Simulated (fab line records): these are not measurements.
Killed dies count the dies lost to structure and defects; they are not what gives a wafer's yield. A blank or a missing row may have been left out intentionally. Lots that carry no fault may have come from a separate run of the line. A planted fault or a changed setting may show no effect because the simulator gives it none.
The tool behind it: which one? + flow sky130 + 6 lots with 18 wafers sampled at 4 steps, on a route of 708 steps

== WHAT THE GAUGES READ, wafer by wafer ==
SKY_LI_CONTACT_RS_MEAS_22: measures by four-point-probe.
| lot  | measured     | on           | LI_CONTACT_W_RS (ohm/sq) |
|------|--------------|--------------|--------------------------|
| L450 | day 30 09:42 | filmMetro-04 | 0.2795 0.2791 0.2815     |
| L454 | day 31 18:24 | filmMetro-03 | 0.2833 0.2847 0.2828     |
| L452 | day 31 21:39 | filmMetro-04 | 0.2902 0.2875 0.2863     |
| L456 | day 32 18:57 | filmMetro-04 | 0.2874 0.2870 0.2888     |
| L461 | day 34 02:52 | filmMetro-03 | 0.3024 0.2993 0.2977     |
| L469 | day 37 12:41 | filmMetro-03 | 0.2864 0.2860 0.2851     |

== WHICH TOOL RAN EACH LOT (tool, then ch and the chambers of the sampled wafers, then the start) ==
| lot  | SKY_LDD_HVN_STRIP_09                | SKY_LI_CONTACT_STRIP_16             | SKY_LI_CONTACT_CVD_21        |
|------|-------------------------------------|-------------------------------------|------------------------------|
| L450 | plasmaAsher-01 ch 0,1, day 21 16:01 | plasmaAsher-04 ch 0,1, day 30 09:08 | cvdW-01 ch 1, day 30 09:34   |
| L454 | plasmaAsher-03 ch 0,1, day 23 05:05 | plasmaAsher-01 ch 0,1, day 31 17:43 | cvdW-01 ch 1, day 31 18:09   |
| L452 | plasmaAsher-01 ch 0,1, day 23 06:23 | plasmaAsher-02 ch 0,1, day 31 21:05 | cvdW-02 ch 0,1, day 31 21:32 |
| L456 | plasmaAsher-04 ch 0,1, day 24 05:35 | plasmaAsher-02 ch 0,1, day 32 18:22 | cvdW-01 ch 0,1, day 32 18:48 |
| L461 | plasmaAsher-03 ch 0,1, day 25 18:05 | plasmaAsher-01 ch 0,1, day 34 02:18 | cvdW-01 ch 0,1, day 34 02:44 |
| L469 | plasmaAsher-01 ch 0,1, day 29 13:08 | plasmaAsher-04 ch 1, day 37 12:07   | cvdW-02 ch 1, day 37 12:32   |
- SKY_LDD_HVN_STRIP_09: strips in O2/N2.
- SKY_LI_CONTACT_STRIP_16: strips in O2/N2.
- SKY_LI_CONTACT_CVD_21: deposits W, target thk 400 nm, time 120.56 s.

== THE ANSWER, worked out from the rows above alone ==
Rule: what is usual is taken from the lots themselves. The widest of any qualifying gaps counts: lots, ordered by their means at a reading, are off when they make up no more than a third of the lots, leave a main group of 4 or more, and stand apart from it by 3 or more times the standard deviation of that group's means. The tables above print the reading to a certain number of digits; a main group whose means all agree to those digits is not used. Also off: a lot with no number at a reading for which 4 or more lots have one. Where the step has rows for the other lots, those lots are counted as sound.
Off: at SKY_LI_CONTACT_RS_MEAS_22 (LI_CONTACT_W_RS), L461. Mean 0.2850 ohm/sq and standard deviation 0.003 in the main group.
If a tool, at a process step before that reading, ran all the lots that are off and no sound lot after the first of them, it fits. The gauges at SKY_LI_CONTACT_RS_MEAS_22 are tried like those tools. Can't be told from this: 3 tools fit, plasmaAsher-03 at SKY_LDD_HVN_STRIP_09, plasmaAsher-01 at SKY_LI_CONTACT_STRIP_16, cvdW-01 at SKY_LI_CONTACT_CVD_21.

== WHAT THE SIMULATOR HAD PUT IN ==
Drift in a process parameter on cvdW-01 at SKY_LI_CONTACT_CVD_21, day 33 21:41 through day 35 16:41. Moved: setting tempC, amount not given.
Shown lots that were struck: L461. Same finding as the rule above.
